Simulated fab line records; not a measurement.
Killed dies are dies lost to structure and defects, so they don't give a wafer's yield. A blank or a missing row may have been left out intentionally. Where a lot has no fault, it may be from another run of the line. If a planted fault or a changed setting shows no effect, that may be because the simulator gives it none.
The tool behind it: which one? :: flow gf180mcu :: Sampling: 14 lots, 42 wafers, 5 of 602 route steps

== WHAT THE GAUGES SHOWED, per wafer ==
GF_MVSD_TW_MEAS_11.
lot: L181
measured: day 4 14:56
on: film_metro-04
MVSD_TW: 1577 1594 1586

lot: L182
measured: day 4 20:20
on: film_metro-02
MVSD_TW: 1557 1556 1553

lot: L183
measured: day 5 03:41
on: film_metro-04
MVSD_TW: 1603 1592 1591

lot: L189
measured: day 6 20:22
on: film_metro-01
MVSD_TW: 1576 1581 1584

lot: L190
measured: day 6 22:38
on: film_metro-02
MVSD_TW: 1545 1539 1547

lot: L193
measured: day 7 13:35
on: film_metro-01
MVSD_TW: 1560 1564 1567

lot: L194
measured: day 7 20:28
on: film_metro-01
MVSD_TW: 1569 1565 1566

lot: L195
measured: day 8 02:28
on: film_metro-01
MVSD_TW: 1571 1576 1575

lot: L196
measured: day 8 06:28
on: film_metro-04
MVSD_TW: 1597 1577 1589

lot: L197
measured: day 8 13:59
on: film_metro-02
MVSD_TW: 1552 1542 1557

lot: L198
measured: day 8 17:52
on: film_metro-02
MVSD_TW: 1551 1539 1539

lot: L199
measured: day 8 23:40
on: film_metro-01
MVSD_TW: 1570 1582 1575

lot: L201
measured: day 9 10:14
on: film_metro-04
MVSD_TW: 1579 1588 1579

lot: L203
measured: day 9 19:32
on: film_metro-01
MVSD_TW: 1575 1576 1575

GF_POLY_GATE_CD_MEAS_10: target cd 280 nm.
lot: L181
measured: day 9 20:13
on: cd_sem-02
cd_nm (nm): 281.9 281.4 280.2

lot: L182
measured: day 9 20:31
on: cd_sem-01
cd_nm (nm): 277.8 277.4 278.8

lot: L183
measured: day 10 02:52
on: cd_sem-01
cd_nm (nm): 280.6 280.9 280.9

lot: L189
measured: day 12 00:37
on: cd_sem-01
cd_nm (nm): 275.9 274.8 276.2

lot: L190
measured: day 12 02:54
on: cd_sem-02
cd_nm (nm): 275.8 277.0 273.9

lot: L193
measured: day 12 23:07
on: cd_sem-02
cd_nm (nm): 279.2 279.4 279.1

lot: L194
measured: day 13 08:22
on: cd_sem-01
cd_nm (nm): 281.0 280.3 279.7

lot: L195
measured: day 13 15:04
on: cd_sem-01
cd_nm (nm): 280.0 279.7 278.8

lot: L196
measured: day 13 22:04
on: cd_sem-01
cd_nm (nm): 279.2 279.4 278.5

lot: L197
measured: day 14 07:48
on: cd_sem-02
cd_nm (nm): 277.8 279.4 279.6

lot: L198
measured: day 14 10:28
on: cd_sem-02
cd_nm (nm): 278.9 279.0 279.7

lot: L199
measured: day 14 18:49
on: cd_sem-01
cd_nm (nm): 280.3 282.9 280.8

lot: L201
measured: day 15 09:43
on: cd_sem-02
cd_nm (nm): 280.7 280.0 280.3

lot: L203
measured: day 15 20:34
on: cd_sem-01
cd_nm (nm): 280.2 279.7 280.3

GF_HV_LDD_CD_MEAS_19: target cd 400 nm.
lot: L181
measured: day 11 10:56
on: cd_sem-02
cd_nm (nm): 396.3 397.6 396.5

lot: L182
measured: day 11 13:24
on: cd_sem-02
cd_nm (nm): 399.4 401.4 399.4

lot: L183
measured: day 11 17:31
on: cd_sem-01
cd_nm (nm): 402.7 401.5 404.3

lot: L189
measured: day 13 18:58
on: cd_sem-01
cd_nm (nm): 398.7 399.1 400.8

lot: L190
measured: day 13 22:13
on: cd_sem-02
cd_nm (nm): 399.3 400.6 399.9

lot: L193
measured: day 14 18:32
on: cd_sem-02
cd_nm (nm): 402.6 398.9 402.5

lot: L194
measured: day 15 05:59
on: cd_sem-02
cd_nm (nm): 399.8 400.0 400.9

lot: L195
measured: day 15 10:57
on: cd_sem-02
cd_nm (nm): 397.8 396.5 396.9

lot: L196
measured: day 15 19:51
on: cd_sem-01
cd_nm (nm): 398.4 398.4 397.1

lot: L197
measured: day 16 05:48
on: cd_sem-02
cd_nm (nm): 401.3 398.9 401.0

lot: L198
measured: day 16 08:08
on: cd_sem-02
cd_nm (nm): 402.0 400.7 401.8

lot: L199
measured: day 16 16:39
on: cd_sem-01
cd_nm (nm): 398.4 395.9 400.3

lot: L201
measured: day 17 10:51
on: cd_sem-02
cd_nm (nm): 398.6 397.9 397.8

lot: L203
measured: day 17 20:56
on: cd_sem-02
cd_nm (nm): 400.9 400.4 401.6

GF_HV_LDD_OVL_MEAS_32.
lot: L181
measured: day 12 06:56
on: overlay-01
HV_LDD_02_OVL (nm): -0.9 0.2 0.2

lot: L182
measured: day 12 09:34
on: overlay-01
HV_LDD_02_OVL (nm): 0.5 -0.8 -3.1

lot: L183
measured: day 12 13:28
on: overlay-02
HV_LDD_02_OVL (nm): -3.0 -2.7 -2.0

lot: L189
measured: day 14 16:27
on: overlay-01
HV_LDD_02_OVL (nm): -2.1 -2.0 0.1

lot: L190
measured: day 14 20:02
on: overlay-02
HV_LDD_02_OVL (nm): 1.3 -0.1 1.6

lot: L193
measured: day 15 16:09
on: overlay-01
HV_LDD_02_OVL (nm): 1.2 -0.3 0.4

lot: L194
measured: day 16 04:30
on: overlay-01
HV_LDD_02_OVL (nm): -2.2 -2.7 -0.2

lot: L195
measured: day 16 09:46
on: overlay-02
HV_LDD_02_OVL (nm): -4.0 -3.4 -4.6

lot: L196
measured: day 16 18:32
on: overlay-01
HV_LDD_02_OVL (nm): -0.6 -0.7 -0.7

lot: L197
measured: day 17 04:38
on: overlay-01
HV_LDD_02_OVL (nm): -0.7 -2.0 -1.1

lot: L198
measured: day 17 07:32
on: overlay-01
HV_LDD_02_OVL (nm): 0.8 -0.1 -1.2

lot: L199
measured: day 17 15:25
on: overlay-01
HV_LDD_02_OVL (nm): -1.1 0.3 -1.3

lot: L201
measured: day 18 10:23
on: overlay-01
HV_LDD_02_OVL (nm): -0.2 -0.5 -1.2

lot: L203
measured: day 18 20:39
on: overlay-01
HV_LDD_02_OVL (nm): -3.8 0.2 -1.9

== TOOL THAT RAN EACH LOT (tool first, then ch and the chambers of the sampled wafers, then the start) ==
lot: L181
GF_POLY_GATE_PEB_08: litho_track-02 ch 0, day 9 19:53

lot: L182
GF_POLY_GATE_PEB_08: litho_track-02 ch 0, day 9 20:10

lot: L183
GF_POLY_GATE_PEB_08: litho_track-03 ch 0, day 10 02:31

lot: L189
GF_POLY_GATE_PEB_08: litho_track-03 ch 0, day 12 00:17

lot: L190
GF_POLY_GATE_PEB_08: litho_track-03 ch 0, day 12 02:33

lot: L193
GF_POLY_GATE_PEB_08: litho_track-01 ch 0, day 12 22:47

lot: L194
GF_POLY_GATE_PEB_08: litho_track-01 ch 0, day 13 08:02

lot: L195
GF_POLY_GATE_PEB_08: litho_track-02 ch 0, day 13 14:43

lot: L196
GF_POLY_GATE_PEB_08: litho_track-01 ch 0, day 13 21:43

lot: L197
GF_POLY_GATE_PEB_08: litho_track-03 ch 0, day 14 07:27

lot: L198
GF_POLY_GATE_PEB_08: litho_track-01 ch 0, day 14 10:08

lot: L199
GF_POLY_GATE_PEB_08: litho_track-02 ch 0, day 14 18:28

lot: L201
GF_POLY_GATE_PEB_08: litho_track-02 ch 0, day 15 09:22

lot: L203
GF_POLY_GATE_PEB_08: litho_track-01 ch 0, day 15 20:14
- GF_POLY_GATE_PEB_08: peb time 90 s.

== WHAT THE TOOLS THEMSELVES READ (means of the sampled wafers that have a number; where no wafer has one, the mark that the record gives instead) ==
The record holds no such reading with a usual standard deviation.

== THE ANSWER, worked out from the rows above alone ==
Rule: the lots themselves supply what counts as usual. The widest of any qualifying gaps counts: lots, ordered by their means at a reading, are off when they make up no more than a third of the lots, leave a main group of 4 or more, and stand apart from it by 3 or more times the standard deviation of that group's means. A main group whose means are all the same, to the digits that the tables above print for the reading, isn't used. A lot without any number at a reading at which 4 lots or more have one is off too. The other lots that the step has rows for count as sound. First the gauges in route order, then the tools' own readings, where a lot's mean is used as printed above. The first step at which some lot is off is used, and at that step the reading that is off furthest; a lot without a number counts as furthest.
No lot is off at any reading shown: from this, nothing can be told.

== WHAT THE SIMULATOR HAD PUT IN ==
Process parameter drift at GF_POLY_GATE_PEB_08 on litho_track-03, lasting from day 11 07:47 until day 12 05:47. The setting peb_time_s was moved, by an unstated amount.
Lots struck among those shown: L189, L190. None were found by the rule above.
